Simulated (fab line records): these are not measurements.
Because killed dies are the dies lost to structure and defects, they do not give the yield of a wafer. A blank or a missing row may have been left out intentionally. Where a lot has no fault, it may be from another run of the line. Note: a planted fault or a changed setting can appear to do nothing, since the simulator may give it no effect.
fab line records | flow gf180mcu
record: lots: 14 wafers: 41 lastDay: 33
route steps=602 shown HV_LDD@228 SAB@270 M3@414
lots that met no fault: from a run of the same line without faults
startH: hours from the record's opening day to when the first of the lot's shown wafers began | waitH: time in hours since the lot's previous step | " repeats the value in the row above | L1.1+2: several wafers, shown together as one row | - either no value or no given start | * or withheld: withheld | < > ~ a bound
route shown NAME@n: names a module that has steps shown in the file, with the first one's number in the route | usual: mean and standard deviation over wafers with no fault | same: alike in all rows | chamber/n: place in a boat | sites: readings site by site | _std_site: how widely they spread, as a standard deviation | _edge_site: the outer-site mean with the inner-site mean subtracted | radiusMm: for every site, how far away it sits from the centre of the wafer | mask NAME#n: copy n | behind: the most recent tool/chamber to have shaped the wafer | hold: cause of the lot's hold/its duration in hours/its outcome | device: the n, p or np transistor that did not switch | end of line: tests run on the same wafers once the route is complete | for a step that has no rows: nothing shown but its recipe | killed: the dies lost at the first sort to structure and to defects; this is not the yield of the wafer | map: a wafer's dies, marking killed ones x, the rest . and places with no die _
set.NAME: the setting as run; set.NAME@STEP: as run at that earlier step | model.NAME: the simulator's own value behind a step, which no gauge read
steps of the route over a sample of lots; a table a step, a row a wafer
services: when a tool's chamber went out of use (startH, in hours from the record's first day, below 0 if earlier), for how many hours, and the reason
== steps ==
step: GF_HV_LDD_RTA_52
recipe: tempC: 1000 timeS: 10 ambient: N2
usual: lampPowerPct: 34.2/2.4 wafer_temp_C_max: 1003.9/1.4
columns lot.wafer tool chamber startH waitH lampPowerPct wafer_temp_C_max
L264.3 rtpAnneal-01 0 269.64 0.0 31.4 1002.4
L264.4 " 0 " " 31.4 1002.5
L264.5 " 0 " " 31.4 1002.5
L265.3 rtpAnneal-01 0 281.83 0.0 31.4 1003.2
L265.5 " 0 " " 31.3 1002.8
L265.6 " 0 " " 31.4 1002.7
L266.1 rtpAnneal-01 0 285.21 0.0 31.4 1003.5
L266.2 " 0 " " 31.4 1002.5
L266.6 " 0 " " 31.4 1002.1
L267.1 rtpAnneal-02 0 301.47 0.0 36.2 1003.8
L267.2 " 0 " " 36.2 1003.1
L267.6 " 0 " " 36.2 1004.9
L269.1 rtpAnneal-02 0 321.46 0.0 36.2 1004.0
L269.5 " 0 " " 36.3 1004.9
L269.6 " 0 " " 36.3 1004.5
L268.1 rtpAnneal-02 0 324.02 0.0 36.2 1004.9
L268.2 " 0 " " 36.2 1004.2
L268.5 " 0 " " 36.2 1003.8
L271.1 rtpAnneal-02 0 337.84 0.0 36.2 1006.9
L271.4 " 0 " " 36.2 1003.8
L271.6 " 0 " " 36.2 1003.7
L270.2 rtpAnneal-02 0 347.72 0.0 36.2 1004.0
L270.3 " 0 " " 36.2 1005.8
L270.4 " 0 " " 36.2 1004.8
L272.2 rtpAnneal-02 0 357.87 0.0 36.2 1003.7
L272.3 " 0 " " 36.2 1003.1
L272.5 " 0 " " 36.2 1005.3
L273.1 rtpAnneal-02 0 364.92 0.0 36.2 1005.2
L273.2 " 0 " " 36.2 1004.6
L273.3 " 0 " " 36.3 1003.8
L274.2 rtpAnneal-01 0 365.12 0.0 31.4 1002.4
L274.4 " 0 " " 31.4 1003.0
L274.5 " 0 " " 31.4 1002.4
L277.2 rtpAnneal-02 0 387.34 0.0 36.2 1006.5
L277.3 " 0 " " 36.2 1006.2
L277.5 " 0 " " 36.2 1004.2
L279.1 rtpAnneal-02 0 401.63 0.0 36.2 1003.8
L279.3 " 0 " " 36.2 1004.1
L283.1 rtpAnneal-01 0 427.70 0.0 31.4 1001.9
L283.2 " 0 " " 31.4 1002.4
L283.4 " 0 " " 31.4 1002.9
step: GF_SAB_EXPOSE_06
recipe: maskId: SAB targetCdNm: 420 na: 0.6 sourceShape: conventional sigmaOuter: 0.6 doseMj: 140
same: na: 0.6 sigmaOuter: 0.6
columns lot.wafer tool chamber startH waitH mask
L264.3+4+5 ilineStepper-01 0 323.24 - SAB#0
L265.3+5+6 ilineStepper-01 0 338.64 - SAB#0
L266.1+2+6 ilineStepper-01 0 341.44 - SAB#0
L267.1+2+6 ilineStepper-02 0 359.58 - SAB#0
L269.1+5+6 ilineStepper-02 0 379.50 - SAB#0
L268.1+2+5 ilineStepper-02 0 382.77 - SAB#0
L271.1+4+6 ilineStepper-01 0 397.31 - SAB#0
L270.2+3+4 ilineStepper-01 0 411.44 - SAB#0
L272.2+3+5 ilineStepper-01 0 416.82 - SAB#0
L273.1+2+3 ilineStepper-02 0 426.18 - SAB#0
L274.2+4+5 ilineStepper-02 0 426.67 - SAB#0
L277.2+3+5 ilineStepper-02 0 449.95 - SAB#0
L279.1+3 ilineStepper-02 0 464.90 - SAB#0
L283.1+2+4 ilineStepper-02 0 492.31 - SAB#0
step: GF_SAB_CD_MEAS_09
recipe: targetCdNm: 420
usual: cdNm: 420.9/2.2
columns lot.wafer tool chamber startH waitH cdNm
L264.3 cdSem-01 - 333.49 0.1 422.2
L264.4 " - " " 421.8
L264.5 " - " " 423.2
L265.3 cdSem-02 - 348.79 0.1 421.4
L265.5 " - " " 420.9
L265.6 " - " " 417.9
L266.1 cdSem-02 - 351.59 0.1 423.7
L266.2 " - " " 422.3
L266.6 " - " " 425.0
L267.1 cdSem-01 - 370.30 0.1 419.7
L267.2 " - " " 422.7
L267.6 " - " " 422.4
L269.1 cdSem-01 - 391.05 0.1 419.6
L269.5 " - " " 421.5
L269.6 " - " " 420.6
L268.1 cdSem-01 - 393.40 0.1 420.0
L268.2 " - " " 418.8
L268.5 " - " " 419.2
L271.1 cdSem-02 - 409.14 0.1 425.3
L271.4 " - " " 423.8
L271.6 " - " " 423.4
L270.2 cdSem-01 - 421.51 0.1 416.1
L270.3 " - " " 417.7
L270.4 " - " " 418.3
L272.2 cdSem-02 - 427.72 0.1 421.8
L272.3 " - " " 420.9
L272.5 " - " " 420.0
L273.1 cdSem-02 - 438.49 0.1 418.8
L273.2 " - " " 418.5
L273.3 " - " " 421.2
L274.2 cdSem-02 - 439.17 0.1 420.8
L274.4 " - " " 422.4
L274.5 " - " " 421.9
L277.2 cdSem-02 - 461.92 0.1 418.4
L277.3 " - " " 421.3
L277.5 " - " " 417.6
L279.1 cdSem-02 - 476.44 0.1 418.5
L279.3 " - " " 344.6
L283.1 cdSem-01 - 503.40 0.1 418.1
L283.2 " - " " 342.0
L283.4 " - " " 417.7
step: GF_M3_RS_MEAS_05
recipe: thkMeasGauge: four-point-probe reads: TiN_of_M3_SPUTTER_04+Ti_of_M3_SPUTTER_03+AlCu_of_M3_SPUTTER_02+TiN_of_M3_SPUTTER_01+Ti_of_M3_SPUTTER_00
usual: M3_ALCU_RS: 0.0694/0.00074
columns lot.wafer tool chamber startH waitH M3_ALCU_RS[ohm/sq]
L264.3 filmMetro-04 - 455.71 0.1 0.0684
L264.4 " - " " 0.0688
L264.5 " - " " 0.0687
L265.3 filmMetro-01 - 474.66 0.1 0.0689
L265.5 " - " " 0.0688
L265.6 " - " " 0.0690
L266.1 filmMetro-01 - 478.58 0.0 0.0694
L266.2 " - " " 0.0688
L266.6 " - " " 0.0698
L267.1 filmMetro-01 - 496.63 0.0 0.0691
L267.2 " - " " 0.0686
L267.6 " - " " 0.0689
L269.1 filmMetro-02 - 518.08 0.0 0.0685
L269.5 " - " " 0.0696
L269.6 " - " " 0.0686
L268.1 filmMetro-01 - 519.63 0.0 0.0699
L268.2 " - " " 0.0683
L268.5 " - " " 0.0679
L271.1 filmMetro-02 - 535.36 0.0 0.0695
L271.4 " - " " 0.0693
L271.6 " - " " 0.0695
L270.2 filmMetro-04 - 551.36 0.0 0.0695
L270.3 " - " " 0.0708
L270.4 " - " " 0.0699
L272.2 filmMetro-02 - 555.74 0.0 0.0706
L272.3 " - " " 0.0707
L272.5 " - " " 0.0707
L273.1 filmMetro-02 - 564.52 0.0 0.0686
L273.2 " - " " 0.0682
L273.3 " - " " 0.0683
L274.2 filmMetro-01 - 565.76 0.0 0.0689
L274.4 " - " " 0.0690
L274.5 " - " " 0.0687
L277.2 filmMetro-02 - 585.67 0.0 0.0685
L277.3 " - " " 0.0697
L277.5 " - " " 0.0704
L279.1 filmMetro-04 - 599.35 0.0 0.0703
L283.1 filmMetro-02 - 623.43 0.0 0.0695
L283.2 " - " " 0.0698
L283.4 " - " " 0.0706
step: GF_M3_CD_MEAS_14
recipe: targetCdNm: 280
usual: cdNm: 279.3/1.2
columns lot.wafer tool chamber startH waitH cdNm
L264.3 cdSem-02 - 479.94 0.1 278.1
L264.4 " - " " 277.9
L264.5 " - " " 278.7
L265.3 cdSem-02 - 498.45 0.1 279.3
L265.5 " - " " 278.4
L265.6 " - " " 278.3
L266.1 cdSem-02 - 502.91 0.1 278.7
L266.2 " - " " 278.4
L266.6 " - " " 278.3
L267.1 cdSem-02 - 520.10 0.1 276.9
L267.2 " - " " 278.6
L267.6 " - " " 275.5
L269.1 cdSem-02 - 540.55 0.1 279.8
L269.5 " - " " 279.2
L269.6 " - " " 279.1
L268.1 cdSem-02 - 542.80 0.1 277.8
L268.2 " - " " 278.6
L268.5 " - " " 278.2
L271.1 cdSem-02 - 557.56 0.1 280.1
L271.4 " - " " 279.1
L271.6 " - " " 279.7
L270.2 cdSem-01 - 573.72 0.1 279.6
L270.3 " - " " 280.1
L270.4 " - " " 279.4
L272.2 cdSem-01 - 577.77 0.1 279.2
L272.3 " - " " 278.6
L272.5 " - " " 279.6
L273.1 cdSem-02 - 585.75 0.1 277.9
L273.2 " - " " 279.4
L273.3 " - " " 278.7
L274.2 cdSem-02 - 587.22 0.1 280.3
L274.4 " - " " 281.4
L274.5 " - " " 280.3
L277.2 cdSem-02 - 606.47 0.1 279.6
L277.3 " - " " 279.7
L277.5 " - " " 280.5
L279.1 cdSem-01 - 620.75 0.1 280.0
L283.1 cdSem-02 - 643.55 0.1 278.9
L283.2 " - " " 280.3
L283.4 " - " " 279.8
== services ==
columns tool chamber startH hours kind
rtpAnneal-01 - 246.99 2.2 repair
rtpAnneal-01 - 262.92 6.2 pm
ilineStepper-01 - 272.80 1.7 pm
ilineStepper-02 - 318.70 4.4 pm
rtpAnneal-02 - 325.87 1.5 pm
ilineStepper-01 0 340.95 - calibration
ilineStepper-01 - 357.51 28.2 repair
ilineStepper-02 0 360.17 - calibration
ilineStepper-01 - 402.85 7.5 repair
ilineStepper-01 - 423.25 2.1 pm
ilineStepper-01 - 425.33 - consumableReplace:lamp
ilineStepper-02 - 438.23 1.7 pm
ilineStepper-02 - 452.25 9.7 repair
ilineStepper-01 - 490.98 1.7 pm
== key ==
firstSign: step: GF_SAB_CD_MEAS_09 reading: cdNm direction: down sigmas: 35 usual: 420.9 struck: 343.3
effect none on later readings
metAt GF_SAB_EXPOSE_06
struckLots L279,L283
struckWafers L279.3,L283.2
laterRowsLeftOut L279.3
sortLeftOut L279.3,L283.2
testerLeftOut L279,L283
notActingAt GF_HV_LDD_RTA_52,GF_M3_RS_MEAS_05,GF_M3_CD_MEAS_14
onsetBetween 449.95 464.90
fault: kind: processParameterDrift tool: ilineStepper-02 chamber: - onsetH: 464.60 steps: GF_SAB_EXPOSE_06 channel: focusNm offset: 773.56 shape: step endH: 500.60 scope: struckWafersOnly
testerLeftOut: of these lots the tester's yield and bins aren't shown, on N5 and GAA mostly nor the transistor test; their killed dies are dies lost to structure and defects alone, not to doping, threshold or leakage, so they don't give the yield
sortLeftOut: the simulated sort isn't trusted on such a fault, so these wafers' sort isn't shown, and their yield isn't known
laterRowsLeftOut: the simulator's readings of these wafers behind a module that went badly wrong aren't trusted and aren't shown, but for the sort
